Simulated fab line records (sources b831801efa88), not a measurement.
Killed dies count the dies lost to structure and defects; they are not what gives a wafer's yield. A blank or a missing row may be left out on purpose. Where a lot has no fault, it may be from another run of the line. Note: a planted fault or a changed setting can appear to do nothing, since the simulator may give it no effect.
Shared-tool check | flow gf180mcu | 36 wafers sampled across 12 lots

== WHY THIS WAS OPENED ==
Of 12 lots, 2 have the reading PASSIVATION_CVD_00_THK flagged at GF_PASSIVATION_THK_MEAS_01. Fault-free wafers read 993 nm, with a standard deviation of 12.
Rule: a lot is flagged in two cases, either no wafer of it has a number, or all its wafers with numbers fall more than 4 standard deviations from that mean. The other lots count as sound.

lot  | measured     | on            | PASSIVATION_CVD_00_THK (nm), wafer by wafer | flag
L909 | day 28 22:55 | film_metro-03 | 984 1003 997                                |
L910 | day 29 07:59 | film_metro-03 | 995 1022 1013                               |
L911 | day 29 12:46 | film_metro-01 | 986 982 990                                 |
L913 | day 30 05:56 | film_metro-04 | 983 989 992                                 |
L914 | day 30 13:22 | film_metro-04 | 968 997 987                                 |
L915 | day 30 21:55 | film_metro-01 | 978 981 980                                 |
L916 | day 31 06:04 | film_metro-03 | 979 970 995                                 |
L917 | day 31 09:45 | film_metro-01 | 993 983 999                                 |
L919 | day 32 02:48 | film_metro-03 | 921 930 922                                 | FLAGGED
L921 | day 32 10:34 | film_metro-03 | 925 918 931                                 | FLAGGED
L928 | day 34 01:07 | film_metro-03 | 980 992 998                                 |
L929 | day 34 06:09 | film_metro-04 | 1010 1009 1019                              |
On average the flagged lots' numbers are 924 nm, which is -68 nm against the usual, or -6 standard deviations.

== LOT BY LOT: THE TOOL USED ==
Before the reading, the record contains 4 process steps out of a 602-step route. Read each cell as the tool, then ch plus the chambers that the sampled wafers visited, then the start.
lot  | flag    | GF_V5_CVD_23                  | GF_V5_CMP_26                  | GF_TOP_METAL_SPUTTER_02      | GF_PASSIVATION_CVD_00
L909 |         | cvd_w-01 ch 0,1, day 28 02:23 | cmp-01 ch 0,2,3, day 28 02:44 | pvd_sputter-04, day 28 03:07 | pecvd-01 ch 0,2, day 28 22:50
L910 |         | cvd_w-01 ch 0,1, day 28 10:46 | cmp-01 ch 1,3, day 28 11:01   | pvd_sputter-04, day 28 11:27 | pecvd-02 ch 1,2, day 29 07:53
L911 |         | cvd_w-02 ch 0,1, day 28 16:23 | cmp-01 ch 0,1,2, day 28 16:41 | pvd_sputter-01, day 28 17:07 | pecvd-01 ch 0,1, day 29 12:41
L913 |         | cvd_w-01 ch 0,1, day 29 09:41 | cmp-02 ch 0,1,3, day 29 09:58 | pvd_sputter-02, day 29 10:24 | pecvd-01 ch 0,2, day 30 05:51
L914 |         | cvd_w-02 ch 0, day 29 17:26   | cmp-02 ch 0,1,3, day 29 17:43 | pvd_sputter-04, day 29 18:09 | pecvd-01 ch 0,1,2, day 30 13:17
L915 |         | cvd_w-01 ch 0,1, day 30 01:59 | cmp-01 ch 2,3, day 30 02:14   | pvd_sputter-04, day 30 02:40 | pecvd-01 ch 0,1, day 30 21:49
L916 |         | cvd_w-01 ch 0,1, day 30 10:30 | cmp-02 ch 0,1,3, day 30 10:47 | pvd_sputter-01, day 30 11:13 | pecvd-01 ch 0,1,2, day 31 05:59
L917 |         | cvd_w-01 ch 0,1, day 30 13:53 | cmp-01 ch 1,2,3, day 30 14:10 | pvd_sputter-01, day 30 14:36 | pecvd-01 ch 0,1, day 31 09:40
L919 | FLAGGED | cvd_w-01 ch 0,1, day 31 07:36 | cmp-01 ch 1,2,3, day 31 07:53 | pvd_sputter-01, day 31 08:19 | pecvd-01 ch 0,1,2, day 32 02:43
L921 | FLAGGED | cvd_w-02 ch 0,1, day 31 16:08 | cmp-01 ch 1,2,3, day 31 16:32 | pvd_sputter-04, day 31 16:52 | pecvd-01 ch 0,2, day 32 10:29
L928 |         | cvd_w-01 ch 0,1, day 33 07:50 | cmp-01 ch 2,3, day 33 08:11   | pvd_sputter-02, day 33 08:34 | pecvd-02 ch 0,1, day 34 01:02
L929 |         | cvd_w-01 ch 0,1, day 33 12:32 | cmp-02 ch 0,1,3, day 33 12:55 | pvd_sputter-02, day 33 13:16 | pecvd-03 ch 0,2, day 34 06:04
What the steps here do:
- GF_V5_CVD_23: deposits W, target thk 350 nm, time 104.9 s.
- GF_V5_CMP_26: polishes, stops on SiO2, t overpolish 15 s, target thk 0 nm.
- GF_TOP_METAL_SPUTTER_02: material AlCu, target thk 900 nm, time 47.82 s.
- GF_PASSIVATION_CVD_00: deposits SiO2 from TEOS, target thk 1000 nm, time 111.95 s.
- GF_PASSIVATION_THK_MEAS_01

== FLAGGED AGAINST TOTAL, ONE TOOL AT A TIME (gauges that did the reading follow at the end) ==
step                       | tool           | lots run | flagged | share of the flagged lots | sound lots run after its first flagged lot
GF_V5_CVD_23               | cvd_w-01       | 9        | 1       | some                      | 2 (L928,L929)
GF_V5_CVD_23               | cvd_w-02       | 3        | 1       | some                      | 0
GF_V5_CMP_26               | cmp-01         | 8        | 2       | all                       | 1 (L928)
GF_V5_CMP_26               | cmp-02         | 4        | 0       | none                      | -
GF_TOP_METAL_SPUTTER_02    | pvd_sputter-01 | 4        | 1       | some                      | 0
GF_TOP_METAL_SPUTTER_02    | pvd_sputter-02 | 3        | 0       | none                      | -
GF_TOP_METAL_SPUTTER_02    | pvd_sputter-04 | 5        | 1       | some                      | 0
GF_PASSIVATION_CVD_00      | pecvd-01       | 9        | 2       | all                       | 0
GF_PASSIVATION_CVD_00      | pecvd-02       | 2        | 0       | none                      | -
GF_PASSIVATION_CVD_00      | pecvd-03       | 1        | 0       | none                      | -
GF_PASSIVATION_THK_MEAS_01 | film_metro-01  | 3        | 0       | none                      | -
GF_PASSIVATION_THK_MEAS_01 | film_metro-03  | 6        | 2       | all                       | 1 (L928)
GF_PASSIVATION_THK_MEAS_01 | film_metro-04  | 3        | 0       | none                      | -

== THE TABLE: WHAT IT ALLOWS ==
cmp-01 at GF_V5_CMP_26, pecvd-01 at GF_PASSIVATION_CVD_00 and film_metro-03 at GF_PASSIVATION_THK_MEAS_01: these 3 rows of the table ran every flagged lot.
- cmp-01 at GF_V5_CMP_26: 2 of its 8 lots flagged. Lots that were sound ran on it after the first flagged one (L928); a persistent fault on the entire tool would not allow that.
- pecvd-01 at GF_PASSIVATION_CVD_00: 2 of its 9 lots flagged. Its last sound lot is L917 (day 31 09:40), its first flagged lot L919 (day 32 02:43): a fault that began between those two fits.
- film_metro-03 at GF_PASSIVATION_THK_MEAS_01: 2 of its 6 lots flagged. Lots that were sound ran on it after the first flagged one (L928); a persistent fault on the entire tool would not allow that.
pecvd-01 at GF_PASSIVATION_CVD_00 is the single tool remaining.

== WHAT WAS PUT IN BY THE SIMULATOR ==
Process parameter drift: pecvd-01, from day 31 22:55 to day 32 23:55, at GF_PASSIVATION_CVD_00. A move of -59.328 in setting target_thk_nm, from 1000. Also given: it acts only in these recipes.
Struck lots among those shown: L919, L921. The rule above found the same.
